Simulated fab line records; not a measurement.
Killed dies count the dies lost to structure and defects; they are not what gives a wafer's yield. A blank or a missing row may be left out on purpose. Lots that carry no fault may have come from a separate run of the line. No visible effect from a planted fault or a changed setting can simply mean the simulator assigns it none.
Which tool is to blame? || flow gf180mcu || 39 wafers from 14 lots sampled at 5 of the route's 602 steps

WHAT EACH GAUGE READ, for each wafer
GF_VT_IMPLANT_OVL_MEAS_29.
{"lot": "L577", "measured": "day 7 09:37", "on": "overlay-01", "VT_IMPLANT_02_OVL (nm)": "-1.0 -2.2 0.1"}
{"lot": "L578", "measured": "day 7 12:26", "on": "overlay-01", "VT_IMPLANT_02_OVL (nm)": "-1.1 0.2 1.1"}
{"lot": "L579", "measured": "day 7 21:02", "on": "overlay-02", "VT_IMPLANT_02_OVL (nm)": "-0.7 -0.5 0.6"}
{"lot": "L580", "measured": "day 8 02:32", "on": "overlay-02", "VT_IMPLANT_02_OVL (nm)": "-2.5 -1.8 -2.2"}
{"lot": "L581", "measured": "day 8 07:18", "on": "overlay-01", "VT_IMPLANT_02_OVL (nm)": "-0.7 2.2 0.8"}
{"lot": "L583", "measured": "day 8 19:01", "on": "overlay-02", "VT_IMPLANT_02_OVL (nm)": "0.0 0.0"}
{"lot": "L585", "measured": "day 9 09:02", "on": "overlay-02", "VT_IMPLANT_02_OVL (nm)": -1.1}
{"lot": "L592", "measured": "day 12 04:02", "on": "overlay-02", "VT_IMPLANT_02_OVL (nm)": "-0.2 -0.9 0.4"}
{"lot": "L593", "measured": "day 12 06:58", "on": "overlay-02", "VT_IMPLANT_02_OVL (nm)": "0.3 -0.5 1.0"}
{"lot": "L594", "measured": "day 12 20:31", "on": "overlay-02", "VT_IMPLANT_02_OVL (nm)": "0.6 0.0 -1.4"}
{"lot": "L595", "measured": "day 12 21:05", "on": "overlay-01", "VT_IMPLANT_02_OVL (nm)": "-1.6 -0.5 -2.7"}
{"lot": "L598", "measured": "day 13 07:38", "on": "overlay-01", "VT_IMPLANT_02_OVL (nm)": "-1.1 -1.9 1.1"}
{"lot": "L597", "measured": "day 13 07:49", "on": "overlay-01", "VT_IMPLANT_02_OVL (nm)": "-0.4 -2.1 -0.5"}
{"lot": "L596", "measured": "day 13 08:07", "on": "overlay-01", "VT_IMPLANT_02_OVL (nm)": "1.6 0.6 1.5"}

GF_VT_IMPLANT_RS_MEAS_48: measures by four-point-probe.
{"lot": "L577", "measured": "day 8 02:40", "on": "film-metro-04", "LVPWELL_RS (ohm/sq)": "1197.5 1197.9 1196.5"}
{"lot": "L578", "measured": "day 8 05:31", "on": "film-metro-02", "LVPWELL_RS (ohm/sq)": "1194.3 1194.1 1198.0"}
{"lot": "L579", "measured": "day 8 13:25", "on": "film-metro-04", "LVPWELL_RS (ohm/sq)": "1202.0 1200.5 1203.0"}
{"lot": "L580", "measured": "day 8 19:29", "on": "film-metro-03", "LVPWELL_RS (ohm/sq)": "1194.2 1192.9 1193.0"}
{"lot": "L581", "measured": "day 9 00:21", "on": "film-metro-04", "LVPWELL_RS (ohm/sq)": "1197.4 1193.8 1192.6"}
{"lot": "L583", "measured": "day 9 12:07", "on": "film-metro-03", "LVPWELL_RS (ohm/sq)": "1194.8 1207.3"}
{"lot": "L585", "measured": "day 10 03:15", "on": "film-metro-04", "LVPWELL_RS (ohm/sq)": "1208.2 1211.6"}
{"lot": "L592", "measured": "day 13 00:03", "on": "film-metro-03", "LVPWELL_RS (ohm/sq)": "1195.0 1192.7 1195.8"}
{"lot": "L593", "measured": "day 13 03:20", "on": "film-metro-02", "LVPWELL_RS (ohm/sq)": "1196.1 1196.8 1197.4"}
{"lot": "L594", "measured": "day 13 17:26", "on": "film-metro-04", "LVPWELL_RS (ohm/sq)": "1202.5 1196.5 1203.5"}
{"lot": "L595", "measured": "day 13 18:17", "on": "film-metro-04", "LVPWELL_RS (ohm/sq)": "1201.9 1199.7 1200.9"}
{"lot": "L598", "measured": "day 14 04:31", "on": "film-metro-03", "LVPWELL_RS (ohm/sq)": "1194.7 1195.9 1197.4"}
{"lot": "L597", "measured": "day 14 04:39", "on": "film-metro-04", "LVPWELL_RS (ohm/sq)": "1198.0 1197.6 1196.5"}
{"lot": "L596", "measured": "day 14 04:58", "on": "film-metro-02", "LVPWELL_RS (ohm/sq)": "1191.6 1197.3 1196.4"}

GF_POLY_GATE_OVL_MEAS_11.
{"lot": "L577", "measured": "day 9 19:07", "on": "overlay-02", "POLY_GATE_OVL (nm)": "2 1 3"}
{"lot": "L578", "measured": "day 10 01:09", "on": "overlay-02", "POLY_GATE_OVL (nm)": "4 2 5"}
{"lot": "L579", "measured": "day 10 08:50", "on": "overlay-02", "POLY_GATE_OVL (nm)": "1 6 3"}
{"lot": "L580", "measured": "day 10 12:44", "on": "overlay-01", "POLY_GATE_OVL (nm)": "-1 -5 2"}
{"lot": "L581", "measured": "day 10 17:07", "on": "overlay-01", "POLY_GATE_OVL (nm)": "-9 -7 -9"}
{"lot": "L583", "measured": "day 11 06:37", "on": "overlay-01", "POLY_GATE_OVL (nm)": "-4 3"}
{"lot": "L585", "measured": "day 11 20:19", "on": "overlay-02", "POLY_GATE_OVL (nm)": -3}
{"lot": "L592", "measured": "day 15 02:11", "on": "overlay-01", "POLY_GATE_OVL (nm)": "-2 -2 0"}
{"lot": "L593", "measured": "day 15 03:58", "on": "overlay-01", "POLY_GATE_OVL (nm)": "-11 -6 -8"}
{"lot": "L594", "measured": "day 15 17:58", "on": "overlay-02", "POLY_GATE_OVL (nm)": "5 2 -2"}
{"lot": "L595", "measured": "day 16 02:05", "on": "overlay-02", "POLY_GATE_OVL (nm)": "5 -1 3"}
{"lot": "L598", "measured": "day 16 11:50", "on": "overlay-01", "POLY_GATE_OVL (nm)": "0 -1 -2"}
{"lot": "L597", "measured": "day 16 11:29", "on": "overlay-01", "POLY_GATE_OVL (nm)": "0 -2 1"}
{"lot": "L596", "measured": "day 16 12:08", "on": "overlay-01", "POLY_GATE_OVL (nm)": "7 3 -2"}

WHAT TOOL EACH LOT RAN ON (gives the tool, then ch and the chambers of the sampled wafers, and finally the start)
{"lot": "L577", "GF_LVPWELL_IMPLANT_08": "implanter-01 ch 0, day 4 09:40", "GF_MVSD_STRIP_10": "plasma-asher-01 ch 0,1, day 5 00:10"}
{"lot": "L578", "GF_LVPWELL_IMPLANT_08": "implanter-02 ch 0, day 4 12:52", "GF_MVSD_STRIP_10": "plasma-asher-01 ch 0,1, day 5 03:14"}
{"lot": "L579", "GF_LVPWELL_IMPLANT_08": "implanter-02 ch 0, day 4 20:49", "GF_MVSD_STRIP_10": "plasma-asher-01 ch 0,1, day 5 11:22"}
{"lot": "L580", "GF_LVPWELL_IMPLANT_08": "implanter-02 ch 0, day 5 00:50", "GF_MVSD_STRIP_10": "plasma-asher-04 ch 0,1, day 5 15:34"}
{"lot": "L581", "GF_LVPWELL_IMPLANT_08": "implanter-02 ch 0, day 5 06:17", "GF_MVSD_STRIP_10": "plasma-asher-01 ch 0,1, day 5 20:56"}
{"lot": "L583", "GF_LVPWELL_IMPLANT_08": "implanter-02 ch 0, day 5 16:10", "GF_MVSD_STRIP_10": "plasma-asher-04 ch 1, day 6 06:34"}
{"lot": "L585", "GF_LVPWELL_IMPLANT_08": "implanter-02 ch 0, day 6 04:37", "GF_MVSD_STRIP_10": "plasma-asher-04 ch 1, day 6 19:04"}
{"lot": "L592", "GF_LVPWELL_IMPLANT_08": "implanter-03 ch 0, day 8 10:13", "GF_MVSD_STRIP_10": "plasma-asher-01 ch 0,1, day 9 03:31"}
{"lot": "L593", "GF_LVPWELL_IMPLANT_08": "implanter-01 ch 0, day 8 11:29", "GF_MVSD_STRIP_10": "plasma-asher-01 ch 0,1, day 9 04:55"}
{"lot": "L594", "GF_LVPWELL_IMPLANT_08": "implanter-02 ch 0, day 8 22:41", "GF_MVSD_STRIP_10": "plasma-asher-04 ch 1, day 9 16:31"}
{"lot": "L595", "GF_LVPWELL_IMPLANT_08": "implanter-03 ch 0, day 8 23:23", "GF_MVSD_STRIP_10": "plasma-asher-04 ch 0,1, day 9 17:13"}
{"lot": "L598", "GF_LVPWELL_IMPLANT_08": "implanter-01 ch 0, day 9 08:19", "GF_MVSD_STRIP_10": "plasma-asher-01 ch 0, day 10 02:28"}
{"lot": "L597", "GF_LVPWELL_IMPLANT_08": "implanter-02 ch 0, day 9 09:28", "GF_MVSD_STRIP_10": "plasma-asher-01 ch 1, day 10 03:22"}
{"lot": "L596", "GF_LVPWELL_IMPLANT_08": "implanter-01 ch 0, day 9 09:47", "GF_MVSD_STRIP_10": "plasma-asher-04 ch 0,1, day 10 03:43"}
- GF_LVPWELL_IMPLANT_08
- GF_MVSD_STRIP_10: strips in O2/N2.

AS READ BY THE TOOLS THEMSELVES (means over the sampled wafers that have a number; for cases with no such wafer, the mark the record gives instead)
GF_LVPWELL_IMPLANT_08.
{"lot": "L577", "tool": "implanter-01", "tilt-deg (degrees)": -0.005}
{"lot": "L578", "tool": "implanter-02", "tilt-deg (degrees)": 0.004}
{"lot": "L579", "tool": "implanter-02", "tilt-deg (degrees)": -0.003}
{"lot": "L580", "tool": "implanter-02", "tilt-deg (degrees)": 0.015}
{"lot": "L581", "tool": "implanter-02", "tilt-deg (degrees)": -0.002}
{"lot": "L583", "tool": "implanter-02", "tilt-deg (degrees)": 0.031}
{"lot": "L585", "tool": "implanter-02", "tilt-deg (degrees)": 0.014}
{"lot": "L592", "tool": "implanter-03", "tilt-deg (degrees)": 0.006}
{"lot": "L593", "tool": "implanter-01", "tilt-deg (degrees)": 0.026}
{"lot": "L594", "tool": "implanter-02", "tilt-deg (degrees)": 0.018}
{"lot": "L595", "tool": "implanter-03", "tilt-deg (degrees)": -0.008}
{"lot": "L598", "tool": "implanter-01", "tilt-deg (degrees)": 0.005}
{"lot": "L597", "tool": "implanter-02", "tilt-deg (degrees)": 0.010}
{"lot": "L596", "tool": "implanter-01", "tilt-deg (degrees)": 0.008}

GF_MVSD_STRIP_10.
{"lot": "L577", "tool": "plasma-asher-01", "drypump-motor-current-A (A)": 6.4, "heater-power-w (W)": 349, "oes-product-au (a.u.)": 0.723, "strip-time-to-endpoint-s (s)": 37.11}
{"lot": "L578", "tool": "plasma-asher-01", "drypump-motor-current-A (A)": 6.4, "heater-power-w (W)": 344, "oes-product-au (a.u.)": 0.726, "strip-time-to-endpoint-s (s)": 36.88}
{"lot": "L579", "tool": "plasma-asher-01", "drypump-motor-current-A (A)": 6.4, "heater-power-w (W)": 348, "oes-product-au (a.u.)": 0.726, "strip-time-to-endpoint-s (s)": 36.77}
{"lot": "L580", "tool": "plasma-asher-04", "drypump-motor-current-A (A)": 5.3, "heater-power-w (W)": 377, "oes-product-au (a.u.)": 0.718, "strip-time-to-endpoint-s (s)": 37.01}
{"lot": "L581", "tool": "plasma-asher-01", "drypump-motor-current-A (A)": 6.4, "heater-power-w (W)": 345, "oes-product-au (a.u.)": 0.721, "strip-time-to-endpoint-s (s)": 36.85}
{"lot": "L583", "tool": "plasma-asher-04", "drypump-motor-current-A (A)": 4.8, "heater-power-w (W)": 404, "oes-product-au (a.u.)": 0.721, "strip-time-to-endpoint-s (s)": 36.88}
{"lot": "L585", "tool": "plasma-asher-04", "drypump-motor-current-A (A)": 4.8, "heater-power-w (W)": 413, "oes-product-au (a.u.)": 0.724, "strip-time-to-endpoint-s (s)": 36.98}
{"lot": "L592", "tool": "plasma-asher-01", "drypump-motor-current-A (A)": 6.4, "heater-power-w (W)": 354, "oes-product-au (a.u.)": 0.718, "strip-time-to-endpoint-s (s)": 36.92}
{"lot": "L593", "tool": "plasma-asher-01", "drypump-motor-current-A (A)": 6.4, "heater-power-w (W)": 351, "oes-product-au (a.u.)": 0.719, "strip-time-to-endpoint-s (s)": 37.05}
{"lot": "L594", "tool": "plasma-asher-04", "drypump-motor-current-A (A)": 4.8, "heater-power-w (W)": 398, "oes-product-au (a.u.)": 0.725, "strip-time-to-endpoint-s (s)": 37.18}
{"lot": "L595", "tool": "plasma-asher-04", "drypump-motor-current-A (A)": 5.8, "heater-power-w (W)": 354, "oes-product-au (a.u.)": 0.717, "strip-time-to-endpoint-s (s)": 36.96}
{"lot": "L598", "tool": "plasma-asher-01", "drypump-motor-current-A (A)": 6.5, "heater-power-w (W)": 341, "oes-product-au (a.u.)": 0.717, "strip-time-to-endpoint-s (s)": 36.85}
{"lot": "L597", "tool": "plasma-asher-01", "drypump-motor-current-A (A)": 6.3, "heater-power-w (W)": 363, "oes-product-au (a.u.)": 0.725, "strip-time-to-endpoint-s (s)": 37.08}
{"lot": "L596", "tool": "plasma-asher-04", "drypump-motor-current-A (A)": 5.3, "heater-power-w (W)": 383, "oes-product-au (a.u.)": 0.724, "strip-time-to-endpoint-s (s)": 36.78}

THE ANSWER, worked out from the rows above alone
Rule: usual is defined by the lots themselves. The widest of any qualifying gaps counts: lots, ordered by their means at a reading, are off when they make up no more than a third of the lots, leave a main group of 4 or more, and stand apart from it by 3 or more times the standard deviation of that group's means. If all means in a main group match to the digits the tables above print for the reading, that group is not used. Also off: a lot with no number at a reading for which 4 or more lots have one. Any other lot the step has rows for is counted as sound. The gauges are gone through in route order, then the tools' own readings, and for those a lot's mean is taken as printed above. At the first step where some lot is off, the reading lying furthest off is the one used; lots without a number count as furthest.
No lot is off at any reading shown: from this, nothing can be told.

WHAT THE SIMULATOR HAD INSERTED
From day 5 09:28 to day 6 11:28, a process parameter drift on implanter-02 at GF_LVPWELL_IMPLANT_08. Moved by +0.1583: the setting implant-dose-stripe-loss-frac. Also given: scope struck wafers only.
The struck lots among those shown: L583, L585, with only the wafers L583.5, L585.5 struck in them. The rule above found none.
